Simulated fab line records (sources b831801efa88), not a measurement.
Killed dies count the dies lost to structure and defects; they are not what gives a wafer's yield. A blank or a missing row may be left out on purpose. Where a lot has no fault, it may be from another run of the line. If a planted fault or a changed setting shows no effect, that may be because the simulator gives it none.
Struck lot and sound lot, side by side ; flow sky130 ; 44 steps out of a route of 708
Sound: wafers L749.2, L749.3, L749.4. Wafers struck: L768.2, L768.4, L768.6. The cause is given at the end.
Per side, at each step with rows, come the tool, then ch with its chambers, and then its first start. Under that, the readings that differ: sound wafers ; struck wafers ; difference of the means ; sigmas: that difference in standard deviations of wafers without a fault.
alike: readings with means less than 2 such deviations apart, plus words and numbers identical on both sides. not compared: withheld readings, readings lacking a value on some wafer, bounds such as >300 that could conceal the same value, and numbers that have no deviation in the record and whose values overlap.
A row with sigmas, a row that says differs or no value, or rows on one side alone: a step with any of these is where the two part. Numbers that have no deviation but don't overlap get no sigmas and don't part them. A reading missing from all wafers of one side parts the sides only when that side holds two or more wafers.

first, 1 step without rows for these wafers: SKY_SONOS_TUNNEL_DEVELOP_06 (develop time 60 s).
SKY_SONOS_TUNNEL_CD_MEAS_07: the cd target is 410 nm.
  sound: cd_sem-01 at day 11 06:58; struck: cd_sem-01 at day 17 22:20
  alike: cd_nm
SKY_SONOS_TUNNEL_OVL_MEAS_08:
  sound: overlay-02 at day 11 07:04; struck: overlay-01 at day 17 22:27
  alike: SONOS_TUNNEL_OVL
then, 3 steps without rows for these wafers: SKY_SONOS_TUNNEL_IMPLANT_09; SKY_SONOS_TUNNEL_WET_ETCH_10 (etches SiO2 in dHF, target depth 14 nm, time 280 s); SKY_SONOS_TUNNEL_STRIP_11 (strips in SPM, time 600 s).
SKY_SONOS_TUNNEL_TW_MEAS_12:
  sound: film_metro-03 at day 11 07:47; struck: film_metro-03 at day 17 22:54
  alike: SONOS_TUNNEL_TW
then, 2 steps without rows for these wafers: SKY_SONOS_TUNNEL_CLEAN_13 (cleans in dHF, time 20 s); SKY_SONOS_ONO_OXIDATION_00 (stabilise 600 s, purge 300 s, target thk 2.6 nm).
SKY_SONOS_ONO_THK_MEAS_01:
  sound: film_metro-04 at day 11 09:16; struck: film_metro-04 at day 18 01:20
reading;sound;struck;difference;sigmas
SONOS_ONO_OXIDATION_THK (nm);2.45 2.47 2.50;2.58 2.60 2.64;+0.13;+2
then, 1 step without rows for these wafers: SKY_SONOS_ONO_CVD_02 (deposits Si3N4 from DCS/NH3, target thk 10.5 nm, time 180 s).
SKY_SONOS_ONO_THK_MEAS_03:
  sound: film_metro-04 at day 11 12:12; struck: film_metro-03 at day 18 04:11
  alike: SONOS_ONO_CVD_02_THK
SKY_SONOS_ONO_CVD_04: deposits SiO2 from SiH4/N2O, target thk 5.7199 nm.
  sound on lpcvd-03 ch 1, day 11 12:15; struck on lpcvd-03 ch 1, day 18 04:14
reading;sound;struck;difference;sigmas
model.SiO2_of_SONOS_ONO_CVD_04.thk_nm (nm);5.658 5.678 5.626;5.906 6.012 5.89;+0.282;
  alike: spike_tc_bottom_C
SKY_SONOS_ONO_THK_MEAS_05:
  sound: film_metro-04 at day 11 13:31; struck: film_metro-04 at day 18 05:30
reading;sound;struck;difference;sigmas
SONOS_ONO_CVD_04_THK (nm);5.61 5.67 5.61;5.90 6.01 5.87;+0.30;+2
then, 7 steps without rows for these wafers: SKY_SONOS_ONO_DEHYDRATE_06 (time 60 s); SKY_SONOS_ONO_HMDS_07 (prime time 60 s); SKY_SONOS_ONO_COAT_08 (resist thk 1140 nm); SKY_SONOS_ONO_SOFTBAKE_09 (time 60 s); SKY_SONOS_ONO_EXPOSE_10 (exposes mask ONOM, target cd 410 nm); SKY_SONOS_ONO_PEB_11; SKY_SONOS_ONO_DEVELOP_12 (develop time 60 s).
SKY_SONOS_ONO_CD_MEAS_13: the cd target is 410 nm.
  sound: cd_sem-02 at day 12 13:52; struck: cd_sem-02 at day 19 11:28
  alike: cd_nm
SKY_SONOS_ONO_OVL_MEAS_14:
  sound: overlay-02 at day 12 13:58; struck: overlay-02 at day 19 11:34
  alike: SONOS_ONO_OVL
SKY_SONOS_ONO_ETCH_15: etches the open film in CHF3/O2, target depth 19.52 nm, time 7.8 s.
  sound on rie_diel-03 ch 1,2, day 12 14:00; struck on rie_diel-01 ch 0,1, day 19 11:35
  alike: chamber_pressure_mTorr, drypump_motor_current_A, oes_product_au, throttle_valve_pct
  not compared: rf_hours_counter_h
then, 1 step without rows for these wafers: SKY_SONOS_ONO_WET_ETCH_16 (etches SiO2 in dHF, target depth 14 nm, time 280 s).
SKY_SONOS_ONO_STRIP_17: strips in O2/N2.
  sound on plasma_asher-03 ch 0,1, day 12 14:07; struck on plasma_asher-03 ch 0,1, day 19 11:43
  alike: chamber_pressure_mTorr, drypump_motor_current_A, n2_flow_sccm, o2_flow_sccm, oes_product_au, strip_time_to_endpoint_s
  not compared: rf_hours_counter_h
then, 3 steps without rows for these wafers: SKY_SONOS_ONO_WET_ETCH_18 (etches Si3N4 in H3PO4, target depth 15 nm, time 172 s); SKY_GATE_OXIDE_CLEAN_00 (cleans in SC1/SC2, time 150 s); SKY_GATE_OXIDE_OXIDATION_01 (stabilise 600 s, purge 300 s, target thk 10.268 nm).
SKY_GATE_OXIDE_THK_MEAS_02:
  sound: film_metro-02 at day 12 17:16; struck: film_metro-01 at day 19 14:19
  alike: GATE_OXIDE_OXIDATION_00_THK
then, 7 steps without rows for these wafers: SKY_GATE_OXIDE_DEHYDRATE_03 (time 60 s); SKY_GATE_OXIDE_HMDS_04 (prime time 60 s); SKY_GATE_OXIDE_COAT_05 (resist thk 1140 nm); SKY_GATE_OXIDE_SOFTBAKE_06 (time 60 s); SKY_GATE_OXIDE_EXPOSE_07 (exposes mask LVOM, target cd 600 nm); SKY_GATE_OXIDE_PEB_08; SKY_GATE_OXIDE_DEVELOP_09 (develop time 60 s).
SKY_GATE_OXIDE_OVL_MEAS_10:
  sound: overlay-01 at day 13 18:28; struck: overlay-02 at day 20 20:55
  alike: GATE_OXIDE_OVL
then, 2 steps without rows for these wafers: SKY_GATE_OXIDE_IMPLANT_11; SKY_GATE_OXIDE_WET_ETCH_12 (etches SiO2 in dHF, target depth 16.8 nm, time 336 s).
SKY_GATE_OXIDE_STRIP_13: strips in O2/N2.
  sound on plasma_asher-03 ch 0,1, day 13 18:45; struck on plasma_asher-01 ch 0,1, day 20 21:12
  alike: chamber_pressure_mTorr, drypump_motor_current_A, n2_flow_sccm, o2_flow_sccm, oes_product_au, strip_time_to_endpoint_s
  not compared: rf_hours_counter_h
SKY_GATE_OXIDE_TW_MEAS_14:
  sound: film_metro-04 at day 13 18:52; struck: film_metro-02 at day 20 21:19
  alike: GATE_OXIDE_TW
SKY_GATE_OXIDE_CLEAN_15: cleans in SC1/SC2, time 150 s.
  sound on wet_bench-04 ch 1, day 13 18:55; struck on wet_bench-03 ch 2, day 20 21:22
reading;sound;struck;difference;sigmas
model.SiO2_of_SONOS_ONO_CVD_04.thk_nm (nm);4.133 4.145 4.094;4.388 4.493 4.376;+0.295;
-- the record jumps here: 30 days lie between the struck wafers' starts before and after (it left off in module GATE_OXIDE and takes up again in module PAD_OPEN, whose first step shown is number 708 of the route) --
SKY_PAD_OPEN_PROBE_99:
  sound: prober-02 at day 45 20:48; struck: prober-02 at day 50 16:49
reading;sound;struck;difference;sigmas
model.etest.cap_ono.gate_log10_a_cm2;-7.919 -7.929 -8.003;-8.293 -8.349 -8.18;-0.324;
model.etest.cap_ono.tox_acc_nm (nm);12.88 12.85 12.91;13.16 13.23 13.07;+0.27;
model.etest.sonos_programmed.vt_v (V);1.471 1.411 1.402;1.338 1.299 1.325;-0.107;
model.etest.sonos_erased.vt_v (V);-2.369 -2.35 -2.315;-2.185 -2.15 -2.21;+0.163;
model.etest.sonos_baked.vt_v (V);0.9302 0.9121 0.9655;0.8737 0.8389 0.9078;-0.0625;
  alike: killed_at_M0_to_M3, killed_at_M4_up, killed_at_contacts, killed_at_front_end, killed_at_other, killed_dies, killed_open, killed_short

== WHERE THEY PART ==
First at SKY_SONOS_ONO_THK_MEAS_01; last, within this record, at SKY_SONOS_ONO_THK_MEAS_05. Later steps at which nothing parts them and some readings are alike: SKY_SONOS_ONO_CD_MEAS_13, SKY_SONOS_ONO_OVL_MEAS_14, SKY_SONOS_ONO_ETCH_15, SKY_SONOS_ONO_STRIP_17, SKY_GATE_OXIDE_THK_MEAS_02, SKY_GATE_OXIDE_OVL_MEAS_10, SKY_GATE_OXIDE_STRIP_13, SKY_GATE_OXIDE_TW_MEAS_14, SKY_PAD_OPEN_PROBE_99.

WHY: whatever the simulator had introduced
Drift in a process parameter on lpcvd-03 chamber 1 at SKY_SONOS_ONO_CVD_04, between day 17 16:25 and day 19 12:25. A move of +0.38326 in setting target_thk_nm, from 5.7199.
